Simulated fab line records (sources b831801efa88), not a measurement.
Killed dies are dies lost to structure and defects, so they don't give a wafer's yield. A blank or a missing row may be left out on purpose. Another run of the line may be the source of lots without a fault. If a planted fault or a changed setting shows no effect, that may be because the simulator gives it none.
A lot that was struck, set against a sound lot + flow sky130 + 15 out of 708 route steps
Sound: the wafers L307.2, L307.3, L307.5. Wafers L317.1, L317.2, L317.6 were the ones struck. Last of all comes the cause.
For every step that has rows: the tool of each side, followed by ch and its chambers, followed by its first start. Under that, the readings that differ: sound wafers + struck wafers + difference of the means + sigmas: that difference in standard deviations of wafers without a fault.
alike: readings whose means differ by less than 2 such deviations, and words and numbers that are the same on both sides. not compared: withheld readings, readings that some wafer has no value for, bounds like >300 that may hide the same value, and numbers for which the record gives no deviation and whose values overlap.
A row with sigmas, a row that says differs or no value, or rows on one side alone: a step with any of these is where the two part. Non-overlapping numbers with no deviation appear without sigmas and do not part them. A reading that every wafer of one side lacks parts them only if that side has two wafers or more.

first, 6 steps without rows for these wafers: SKY_GATE_OXIDE_HMDS_04 (prime time 60 s); SKY_GATE_OXIDE_COAT_05 (resist thk 1140 nm); SKY_GATE_OXIDE_SOFTBAKE_06 (time 60 s); SKY_GATE_OXIDE_EXPOSE_07 (exposes mask LVOM, target cd 600 nm); SKY_GATE_OXIDE_PEB_08; SKY_GATE_OXIDE_DEVELOP_09 (develop time 58.9 s).
SKY_GATE_OXIDE_OVL_MEAS_10:
  struck on overlay-02, day 17 20:16; sound on overlay-01, day 13 09:43
  alike: GATE_OXIDE_OVL
then, 2 steps without rows for these wafers: SKY_GATE_OXIDE_IMPLANT_11; SKY_GATE_OXIDE_WET_ETCH_12 (etches SiO2 in dHF, target depth 16.8 nm, time 336 s).
SKY_GATE_OXIDE_STRIP_13: strips in O2/N2.
  sound on plasma-asher-04 ch 0,1, day 13 10:00; struck on plasma-asher-04 ch 0,1, day 17 20:34
| reading                      | sound             | struck            | difference | sigmas |
|------------------------------|-------------------|-------------------|------------|--------|
| strip-time-to-endpoint-s (s) | 14.15 14.18 14.16 | 14.28 14.24 14.24 | +0.09      | +2     |
  alike: drypump-motor-current-A, oes-product-au
  not compared: rf-hours-counter-h
SKY_GATE_OXIDE_TW_MEAS_14:
  struck on film-metro-03, day 17 20:40; sound on film-metro-03, day 13 10:07
  alike: GATE_OXIDE_TW
then, 1 step without rows for these wafers: SKY_GATE_OXIDE_CLEAN_15 (cleans in SC1/SC2, time 150 s).
SKY_GATE_OXIDE_OXIDATION_16: stabilise 600 s, purge 300 s, target thk 3.57 nm.
  sound on furnace-02 ch 0, day 13 10:13; struck on furnace-01 ch 0, day 17 20:47
| reading                                           | sound                | struck               | difference | sigmas      |
|---------------------------------------------------|----------------------|----------------------|------------|-------------|
| spike-tc-bottom-C (C)                             | 817.7 819.7 818.2    | 848.5 848.5 847.3    | +29.6      | +12         |
| spike-tc-centre-C (C)                             | 801.2 800.7 800.1    | 828.6 828.1 829.0    | +27.9      | +23         |
| spike-tc-lower-C (C)                              | 803.9 803.9 800.8    | 830.2 828.1 827.6    | +25.8      | +23         |
| spike-tc-top-C (C)                                | 814.5 814.6 812.2    | 838.1 840.0 839.5    | +25.4      | +21         |
| spike-tc-upper-C (C)                              | 798.9 799.2 802.2    | 825.7 826.3 826.7    | +26.1      | +24         |
| tube-center-temp-C (C)                            | 800.08 800.07 799.95 | 825.86 825.91 825.88 | +25.85     | +99 or more |
| tube_center_temp_C_max                            | 801.9 802.1 802.4    | 827.8 827.9 827.9    | +25.7      | +80         |
| zone-power-upper-pct (%)                          | 13.91 13.74 13.65    | 14.82 14.96 15.07    | +1.18      | +7          |
| model.SiO2_of_GATE_OXIDE_OXIDATION_01.thk-nm (nm) | 11.6 11.69 11.6      | 12.75 12.79 12.84    | +1.16      |             |
  alike: zone-power-top-pct
then, 1 step without rows for these wafers: SKY_POLY_GATE_CVD_00 (deposits poly-Si, target thk 180 nm, time 720 s).
-- here the record skips 31 days between the struck wafers' starts before and after, leaving off in module POLY_GATE and picking up in module PAD_OPEN (first step shown: number 708 of the route) --
SKY_PAD_OPEN_PROBE_99:
  struck on prober-01, day 48 12:01; sound on prober-01, day 45 10:43
| reading                                   | sound                        | struck                        | difference | sigmas |
|-------------------------------------------|------------------------------|-------------------------------|------------|--------|
| model.etest.nfet_16v.r-on-ohm-um          | 1.403e+04 1.435e+04 1.41e+04 | 1.488e+04 1.507e+04 1.502e+04 | +8.300e+02 |        |
| model.etest.pfet_01v8.r-on-ohm-um         | 2931 3058 2957               | 3252 3288 3252                | +282       |        |
| model.etest.tip-sonos.rs-ohm-sq           | 2598 2642 2618               | 3045 3051 3071                | +436       |        |
| model.etest.pfet-g5v0d10v5.r-on-ohm-um    | 4728 4873 4818               | 5008 5064 5086                | +246       |        |
| model.etest.nfet_01v8.r-on-ohm-um         | 850.3 839.8 828.5            | 974.4 977.5 992.3             | +141.9     |        |
| model.etest.nfet_01v8_lvt.drive-ua-um     | 567.7 567.1 574.5            | 463.7 455.1 458.4             | -110.7     |        |
| model.etest.nfet_01v8_swapped.drive-ua-um | 493.6 497.6 511.8            | 394.7 386.9 387.5             | -111.3     |        |
| model.etest.nfet_01v8.drive-ua-um         | 495 495.3 501.4              | 395 394.8 391.1               | -104       |        |
  alike: killed_at_M0_to_M3, killed_at_M4_up, killed-at-contacts, killed-at-front-end, killed-at-other, killed-dies, killed-open, killed-short

## WHERE THEY PART
Last at SKY_GATE_OXIDE_OXIDATION_16 as far as this record goes, first at SKY_GATE_OXIDE_STRIP_13. Later steps at which nothing parts them and some readings are alike: SKY_PAD_OPEN_PROBE_99.

WHY: what the simulator had put in
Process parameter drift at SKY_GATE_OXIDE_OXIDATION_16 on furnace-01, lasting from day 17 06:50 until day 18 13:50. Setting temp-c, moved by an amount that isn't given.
